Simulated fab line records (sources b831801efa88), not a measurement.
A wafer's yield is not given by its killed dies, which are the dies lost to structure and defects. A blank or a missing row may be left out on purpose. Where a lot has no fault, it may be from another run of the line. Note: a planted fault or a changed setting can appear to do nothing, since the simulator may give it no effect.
Code-filled problem report in 8D (eight disciplines) form | flow gf180mcu | the parts of the form that need people (team, actions taken, sign-off) are left out

1. WHAT IS WRONG
At GF_STI_ETCH_14, run length s averages 138.5 s over 4 wafers from 2 lots, while fault-free wafers read 131.4 s, standard deviation 0.42. Relative to the usual mean, that is a shift of +17 standard deviations.
The step: etches Si in HBr/Cl2/O2, target depth 360 nm, time 102.9 s.
The first sign was on wafer L454.2 at day 5 22:10, on rie si-01. Wafers with a number at this step in the record: 41, from 14 lots. Rule for "out", or "out of limits": more than 4 standard deviations from the usual mean. Any other wafer with a number is counted as sound.

2. WHAT THIS IS AND IS NOT
question                    | is                             | is not
which readings at this step | run length s                   | throttle valve pct
which lots                  | L454, L455                     | L436, L437, L438, L439, L440, L442, L443, L445, L448, L457, L458, L459
which wafers of those lots  | L454.2, L454.4, L455.2, L455.4 | L454.5
read on which tools         | rie si-01                      | rie si-02
when                        | from day 5 22:10               | up to then (28 sound wafers); but 9 sound wafers of L457, L458, L459 came after

3. SUSPECTS, AND WHAT RULES EACH OUT
Counting: any tool at a process step up to the reading remains a suspect provided it ran every lot that is out. Sound lots after the first of them don't rule it out here, since some wafers of a struck lot are sound.
- rie si-01 at GF_STI_ETCH_14 (etches Si in HBr/Cl2/O2, target depth 360 nm, time 102.9 s): kept. Ran every lot that is out, first one L454 (day 5 22:10); last sound lot up to then L445 (day 4 00:43). On those wafers its own readings are out: run length s.
The count leaves rie si-01 at GF_STI_ETCH_14.

4. THE CAUSE (what the simulator had put in)
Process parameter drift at GF_STI_ETCH_14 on rie si-01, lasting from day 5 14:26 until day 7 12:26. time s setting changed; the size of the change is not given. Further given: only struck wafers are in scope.
This tool alone remained once counting was done.

5. THE CHAIN OF EFFECTS, in route order
Each row: a reading where the mean over the struck wafers with a number is more than 3 standard deviations away from the usual. Scope: only readings with a usual standard deviation given in the record; hours: median across lots of the time from each lot's start at the first step in this table that gives one to its start at this step; sigmas: change in usual standard deviations.
hours | step           | reading      | usual   | on struck wafers | change | sigmas
0     | GF_STI_ETCH_14 | run length s | 131.4 s | 138.5            | +7.1   | +17
The process steps in it:
- GF_STI_ETCH_14: etches Si in HBr/Cl2/O2, target depth 360 nm, time 102.9 s.
At these later measuring or inspecting steps, every struck wafer for which the step has a row has a number for every such reading, and none has moved that far: GF_M3_RS_MEAS_05, GF_V3_RS_MEAS_24.

6. WHAT WOULD HAVE CAUGHT IT SOONER
In this record the first reading out of limits was taken at day 5 22:10, 8 hours after the fault began at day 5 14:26.
